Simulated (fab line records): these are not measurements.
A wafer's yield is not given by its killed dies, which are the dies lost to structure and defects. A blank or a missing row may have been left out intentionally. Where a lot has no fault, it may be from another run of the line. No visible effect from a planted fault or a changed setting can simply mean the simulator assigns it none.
Comparing a struck lot with a sound one | flow sky130 | 34 steps out of a route of 708
Sound: the wafers L333.1, L333.2, L333.6. Wafers struck: L326.1, L326.4, L326.5. At the end, the cause is stated.
Per side, at each step with rows, come the tool, then ch with its chambers, and then its first start. Under that, the readings that differ: sound wafers | struck wafers | difference of the means | sigmas: that difference in standard deviations of wafers without a fault.
alike: readings with means less than 2 such deviations apart, plus words and numbers identical on both sides. not compared: withheld readings, readings lacking a value on some wafer, bounds such as >300 that could conceal the same value, and numbers that have no deviation in the record and whose values overlap.
Wherever a step has rows on one side only, a row that says differs or no value, or a row with sigmas, the two part there. Non-overlapping numbers with no deviation appear without sigmas and do not part them. A reading missing from all wafers of one side parts the sides only when that side holds two or more wafers.

first, 6 steps without rows for these wafers: SKY_METAL5_HMDS_08 (prime time 60 s); SKY_METAL5_COAT_09 (resist thk 1800 nm); SKY_METAL5_SOFTBAKE_10 (time 60 s); SKY_METAL5_EXPOSE_11 (exposes mask MM5, target cd 1600 nm); SKY_METAL5_PEB_12; SKY_METAL5_DEVELOP_13 (develop time 60 s).
SKY_METAL5_DESCUM_14: chemistry O2, time 11 s.
  sound on rie_metal-03 ch 0,1, day 48 07:55; struck on rie_metal-04 ch 0, day 46 13:41
  reading                      | sound       | struck      | difference | sigmas
  he_backside_leak_sccm (sccm) | 3.1 3.5 3.1 | 3.6 6.7 3.6 | +1.4       | +4
  alike: drypump_motor_current_A, oes_product_au
  not compared: rf_hours_counter_h
SKY_METAL5_METAL_ETCH_15: etches the open film in Cl2/BCl3, stops on SiO2, target depth 1260 nm, time 252 s.
  sound on rie_metal-03 ch 0,1, day 48 07:57; struck on rie_metal-04 ch 0, day 46 13:44
  alike: drypump_motor_current_A, he_backside_leak_sccm, oes_product_au, throttle_valve_pct
  not compared: rf_hours_counter_h
SKY_METAL5_STRIP_16: strips in O2/N2.
  sound on plasma_asher-02 ch 0,1, day 48 08:11; struck on plasma_asher-02 ch 0,1, day 46 13:58
  alike: drypump_motor_current_A, oes_product_au, strip_time_to_endpoint_s
  not compared: rf_hours_counter_h
then, 3 steps without rows for these wafers: SKY_METAL5_STRIP_17 (strips in post etch residue remover, time 1200 s); SKY_METAL5_CLEAN_18 (cleans in IPA, time 180 s); SKY_METAL5_CLEAN_19 (cleans in O3/DIW).
SKY_PASSIVATION_CVD_00: deposits SiO2, target thk 90 nm.
  sound on pecvd-03 ch 1,2, day 48 08:47; struck on pecvd-03 ch 0,2, day 46 14:35
  no value came back on the struck wafers for heater_power_outer_w (W), heater_power_w (W); on the sound wafers heater_power_outer_w (W) reads 345 336 348
SKY_PASSIVATION_CVD_02: deposits Si3N4, target thk 540 nm.
  sound on pecvd-01 ch 0,1,2, day 48 08:52; struck on pecvd-04 ch 0,1,2, day 46 14:40
  alike: heater_power_outer_w, heater_power_w
SKY_PASSIVATION_THK_MEAS_03:
  sound on film_metro-02 at day 48 09:05; struck on film_metro-02 at day 46 14:53
  alike: PASSIVATION_CVD_02_THK
then, 7 steps without rows for these wafers: SKY_PASSIVATION_DEHYDRATE_04 (time 60 s); SKY_PASSIVATION_HMDS_05 (prime time 60 s); SKY_PASSIVATION_COAT_06 (resist thk 3000 nm); SKY_PASSIVATION_SOFTBAKE_07; SKY_PASSIVATION_EXPOSE_08 (exposes mask NSM, target cd 3000 nm); SKY_PASSIVATION_PEB_09; SKY_PASSIVATION_DEVELOP_10 (develop time 60 s).
SKY_PASSIVATION_ETCH_11: etches the open film in CF4/O2, stops on AlCu, target depth 725 nm, time 161.1 s.
  sound on rie_diel-01 ch 2,3, day 49 03:49; struck on rie_diel-02 ch 1,2, day 47 11:10
  reading                                 | sound             | struck            | difference | sigmas
  oes_product_au (a.u.)                   | 0.978 0.971 0.986 | 1.003 0.999 0.993 | +0.020     | +3
  model.etch.depth_nm (nm)                | 699.7 694.4 705   | 725 725 725       | +25        |
  model.PASSIVATION.feature_depth_nm (nm) | 699.7 694.4 705   | 725 725 725       | +25        |
  alike: drypump_motor_current_A, throttle_valve_pct
  not compared: rf_hours_counter_h
SKY_PASSIVATION_STRIP_12: strips in O2/N2.
  sound on plasma_asher-01 ch 0,1, day 49 03:55; struck on plasma_asher-03 ch 0,1, day 47 11:16
  alike: drypump_motor_current_A, oes_product_au, strip_time_to_endpoint_s
  not compared: rf_hours_counter_h
then, 7 steps without rows for these wafers: SKY_PAD_OPEN_DEHYDRATE_00 (time 60 s); SKY_PAD_OPEN_HMDS_01 (prime time 60 s); SKY_PAD_OPEN_COAT_02 (resist thk 3000 nm); SKY_PAD_OPEN_SOFTBAKE_03; SKY_PAD_OPEN_EXPOSE_04 (exposes mask PDM, target cd 60000 nm); SKY_PAD_OPEN_PEB_05; SKY_PAD_OPEN_DEVELOP_06 (develop time 60 s).
SKY_PAD_OPEN_ETCH_07: etches the open film in CF4/O2, stops on AlCu, target depth 725 nm, time 161.1 s.
  sound on rie_diel-02 ch 1,3, day 49 20:53; struck on rie_diel-03 ch 0,1,3, day 48 06:32
  reading                              | sound           | struck          | difference | sigmas
  model.etch.depth_nm (nm)             | 699.7 694.4 705 | 713.1 725 724.1 | +21.0      |
  model.PAD_OPEN.feature_depth_nm (nm) | 699.7 694.4 705 | 713.1 725 724.1 | +21.0      |
  alike: drypump_motor_current_A, oes_product_au, throttle_valve_pct
  not compared: rf_hours_counter_h
then, 2 steps without rows for these wafers: SKY_PAD_OPEN_STRIP_08 (strips in O2/N2); SKY_PAD_OPEN_PROBE_99.

## WHERE THEY PART
At SKY_METAL5_DESCUM_14 first; at SKY_PASSIVATION_ETCH_11 last (within this record only). Later steps at which nothing parts them and some readings are alike: SKY_PASSIVATION_STRIP_12, SKY_PAD_OPEN_ETCH_07.

WHY: the cause the simulator had injected
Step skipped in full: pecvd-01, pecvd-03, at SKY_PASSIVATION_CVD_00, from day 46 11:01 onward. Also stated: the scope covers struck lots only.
